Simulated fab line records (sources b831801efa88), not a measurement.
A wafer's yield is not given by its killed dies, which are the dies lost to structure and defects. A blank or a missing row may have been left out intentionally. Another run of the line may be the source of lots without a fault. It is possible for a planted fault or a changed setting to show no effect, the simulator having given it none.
fab line records    flow sky130
[record] lots = 6  wafers = 18  last_day = 50
route steps=708 shown LDD_P@259 LDD_HVN@267
lots with no fault: from the same line, run without faults
start_h: hours from the record's first day to the start of the lot's first wafer shown    wait_h: hours from the lot's prior step to this one    " same as the row above    L1.1+2: a row that stands for several wafers    - no value, or no start was given    * or withheld: withheld    < > ~ a bound
route shown NAME@n: a module of which the file shows steps, and the number in the route of the first    usual: mean/standard deviation of fault-free wafers    same: alike in all rows    chamber/n: place in a boat    sites: the reading at each site    _std_site: standard deviation of those values    _edge_site: mean of outer sites minus mean of inner sites    radius_mm: how far each site lies from the wafer's centre    mask NAME#n: copy n    behind: the last tool/chamber to shape the wafer    hold: reason for holding the lot/hours on hold/outcome of the hold    device: the transistor (n, p or np) that didn't switch    end of line: the route-end tests of the same wafers    step lacking rows: just its recipe    killed: the dies lost at the first sort to structure and to defects; this is not the yield of the wafer    map: a wafer's dies, x killed, . not, _ none there
set.NAME: the run value of the setting; set.NAME@STEP: its run value at that earlier step    model.NAME: the simulator's own value behind a step, which no gauge read
lots seen at some steps along the route; tables by step, rows by wafer
services: a tool's chamber out of use, with start hour (start_h, from the record's first day; less than 0 if before it), hours out, and reason
[[steps]]
[step SKY_LDD_P_EXPOSE_04]
[recipe] mask_id = PSDM  na = 0.6  source_shape = conventional  sigma_outer = 0.6  polarization = unpolarized  target_cd_nm = 380  dose_mj = 138
[step SKY_LDD_P_PEB_05]
[recipe] temp_c = withheld  time_s = *  resist = NOVOLAK
[step SKY_LDD_P_DEVELOP_06]
[recipe] resist = NOVOLAK  developer = TMAH  develop_time_s = 60  dev_temp_c = 23
[step SKY_LDD_P_CD_MEAS_07]
[recipe] target_cd_nm = 380
[usual] cd_nm = 379.9/2.6
lot.wafer  tool       chamber  start_h  wait_h  cd_nm
L522.2     cd_sem-02  -        522.78   0.1     385.2
L522.3     "          -        "        "       382.9
L522.6     "          -        "        "       385.1
L523.2     cd_sem-01  -        534.43   0.1     378.5
L523.3     "          -        "        "       377.5
L523.5     "          -        "        "       378.4
L526.1     cd_sem-01  -        557.05   0.1     379.0
L526.2     "          -        "        "       382.0
L526.5     "          -        "        "       380.8
L527.2     cd_sem-02  -        578.77   0.1     375.2
L527.4     "          -        "        "       374.9
L527.6     "          -        "        "       375.2
L532.2     cd_sem-01  -        613.88   0.1     380.6
L532.5     "          -        "        "       382.6
L532.6     "          -        "        "       378.7
L535.4     cd_sem-01  -        643.97   0.3     383.1
L535.5     "          -        "        "       382.2
L535.6     "          -        "        "       383.8
[step SKY_LDD_P_OVL_MEAS_08]
[usual] LDD_P_OVL = 1.3/1.5
lot.wafer  tool        chamber  start_h  wait_h  LDD_P_OVL[nm]
L522.2     overlay-01  -        522.89   0.1     -0.6
L522.3     "           -        "        "       1.0
L522.6     "           -        "        "       0.9
L523.2     overlay-01  -        534.54   0.1     1.8
L523.3     "           -        "        "       -0.3
L523.5     "           -        "        "       0.5
L526.1     overlay-02  -        557.17   0.1     3.7
L526.2     "           -        "        "       2.7
L526.5     "           -        "        "       3.4
L527.2     overlay-02  -        578.87   0.1     1.1
L527.4     "           -        "        "       1.6
L527.6     "           -        "        "       2.2
L532.2     overlay-02  -        613.99   0.1     -0.8
L532.5     "           -        "        "       -0.6
L532.6     "           -        "        "       -0.8
L535.4     overlay-01  -        644.04   0.1     -0.7
L535.5     "           -        "        "       -1.6
L535.6     "           -        "        "       -1.9
[step SKY_LDD_P_IMPLANT_09]
[recipe] species = BF2  energy_kev = 25  dose_cm2 = 1e+13  tilt_deg = withheld
[step SKY_LDD_P_STRIP_10]
[recipe] chemistry = O2/N2  power_w = 1400  pressure_mtorr = 1500  platen_temp_c = withheld  o2_flow_sccm = 3000  n2_flow_sccm = 300  overash_fraction = 0.5
[usual] drypump_motor_current_A = 5.9/0.37  oes_product_au = 0.715/0.0047  strip_time_to_endpoint_s = 14.18/0.035
lot.wafer  tool             chamber  start_h  wait_h  drypump_motor_current_A  oes_product_au  rf_hours_counter_h  strip_time_to_endpoint_s
L522.2     plasma_asher-03  1        523.07   0.1     6.1                      0.721           79                  14.24
L522.3     "                1        "        "       6.1                      0.716           -                   14.23
L522.6     "                1        "        "       6.1                      0.710           -                   14.18
L523.2     plasma_asher-04  1        534.72   0.1     6.3                      0.719           68                  14.20
L523.3     "                1        "        "       6.3                      0.715           -                   14.14
L523.5     "                0        "        "       5.4                      0.712           -                   14.16
L526.1     plasma_asher-04  1        557.35   0.1     6.3                      0.713           71                  14.19
L526.2     "                0        "        "       5.4                      0.721           71                  14.13
L526.5     "                0        "        "       5.5                      0.714           -                   14.18
L527.2     plasma_asher-04  0        579.05   0.1     5.4                      0.718           74                  14.23
L527.4     "                0        "        "       5.4                      0.713           -                   14.24
L527.6     "                0        "        "       5.4                      0.719           -                   14.23
L532.2     plasma_asher-03  1        614.17   0.1     6.1                      0.713           85                  14.14
L532.5     "                0        "        "       5.6                      0.705           -                   14.14
L532.6     "                1        "        "       6.1                      0.710           -                   14.12
L535.4     plasma_asher-03  0        644.24   0.1     5.5                      0.721           -                   14.14
L535.5     "                1        "        "       6.1                      0.721           -                   14.21
L535.6     "                0        "        "       5.6                      0.718           -                   14.24
[step SKY_LDD_P_TW_MEAS_11]
[usual] LDD_P_TW = 639/4.2
lot.wafer  tool           chamber  start_h  wait_h  LDD_P_TW
L522.2     film_metro-03  -        523.18   0.1     635
L522.3     "              -        "        "       640
L522.6     "              -        "        "       638
L523.2     film_metro-02  -        534.83   0.1     642
L523.3     "              -        "        "       640
L523.5     "              -        "        "       642
L526.1     film_metro-03  -        557.45   0.1     641
L526.2     "              -        "        "       639
L526.5     "              -        "        "       637
L527.2     film_metro-03  -        579.16   0.1     633
L527.4     "              -        "        "       635
L527.6     "              -        "        "       633
L532.2     film_metro-03  -        614.28   0.1     641
L532.5     "              -        "        "       639
L532.6     "              -        "        "       638
L535.4     film_metro-03  -        644.34   0.1     639
L535.5     "              -        "        "       644
L535.6     "              -        "        "       641
[step SKY_LDD_HVN_DEHYDRATE_00]
[recipe] temp_c = 200  time_s = 60
[step SKY_LDD_HVN_HMDS_01]
[recipe] prime_time_s = 60  prime_temp_c = 120
[step SKY_LDD_HVN_COAT_02]
[recipe] resist = NOVOLAK  spin_rpm = 3000  resist_thk_nm = 300
[step SKY_LDD_HVN_SOFTBAKE_03]
[recipe] temp_c = 90.69  time_s = 60  resist = NOVOLAK
[step SKY_LDD_HVN_EXPOSE_04]
[recipe] mask_id = HVNTM  na = 0.6  source_shape = conventional  sigma_outer = 0.6  polarization = unpolarized  target_cd_nm = 700  dose_mj = 127
[usual] exposure_dose_mJ_cm2 = 127.00/0.13
[same] sigma_outer = 0.6
lot.wafer  tool              chamber  start_h  wait_h  mask     exposure_dose_mJ_cm2
L522.2     iline_stepper-02  0        538.26   -       HVNTM#0  127.07
L522.3     "                 0        "        "       HVNTM#0  127.10
L522.6     "                 0        "        "       HVNTM#0  126.90
L523.2     iline_stepper-02  0        549.92   -       HVNTM#0  127.11
L523.3     "                 0        "        "       HVNTM#0  126.98
L523.5     "                 0        "        "       HVNTM#0  126.90
L526.1     iline_stepper-02  0        572.26   -       HVNTM#0  129.82
L526.2     "                 0        "        "       HVNTM#0  129.88
L526.5     "                 0        "        "       HVNTM#0  130.02
L527.2     iline_stepper-02  0        593.11   -       HVNTM#0  129.99
L527.4     "                 0        "        "       HVNTM#0  129.85
L527.6     "                 0        "        "       HVNTM#0  129.96
L532.2     iline_stepper-01  0        628.11   -       HVNTM#0  127.19
L532.5     "                 0        "        "       HVNTM#0  127.04
L532.6     "                 0        "        "       HVNTM#0  126.92
L535.4     iline_stepper-01  0        658.22   -       HVNTM#0  127.09
L535.5     "                 0        "        "       HVNTM#0  127.00
L535.6     "                 0        "        "       HVNTM#0  127.00
[step SKY_LDD_HVN_PEB_05]
[recipe] temp_c = withheld  time_s = *  resist = NOVOLAK
[[services]]
tool              chamber  start_h  hours  kind
iline_stepper-01  -        526.00   8.4    repair
iline_stepper-01  -        531.08   3.3    repair
plasma_asher-03   -        532.98   18.7   pm
plasma_asher-03   -        554.10   15.6   pm
iline_stepper-01  -        616.08   1.7    pm
iline_stepper-02  -        624.33   5.2    repair
[[key]]
[first_sign] step = SKY_LDD_HVN_EXPOSE_04  reading = exposure_dose_mJ_cm2  direction = up  sigmas = 23  usual = *  struck = *
effect none on later readings
met_at SKY_LDD_HVN_EXPOSE_04
struck_wafers L526.1,L526.2,L526.5,L527.2,L527.4,L527.6
sort_left_out L526.1,L526.2,L526.5
tester_left_out L526,L527
onset_between 549.92 572.26
[fault] kind = process_parameter_drift  tool = iline_stepper-02  chamber = -  onset_h = 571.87  steps = SKY_LDD_HVN_EXPOSE_04  channel = dose_mj  offset = 2.8169  shape = step  acts_in = these_recipes_only  stated = 127
// tester_left_out: of these lots the tester's yield and bins aren't shown, on N5 and GAA mostly nor the transistor test; their killed dies are dies lost to structure and defects alone, not to doping, threshold or leakage, so they don't give the yield
// sort_left_out: the simulated sort isn't trusted on such a fault, so these wafers' sort isn't shown, and their yield isn't known
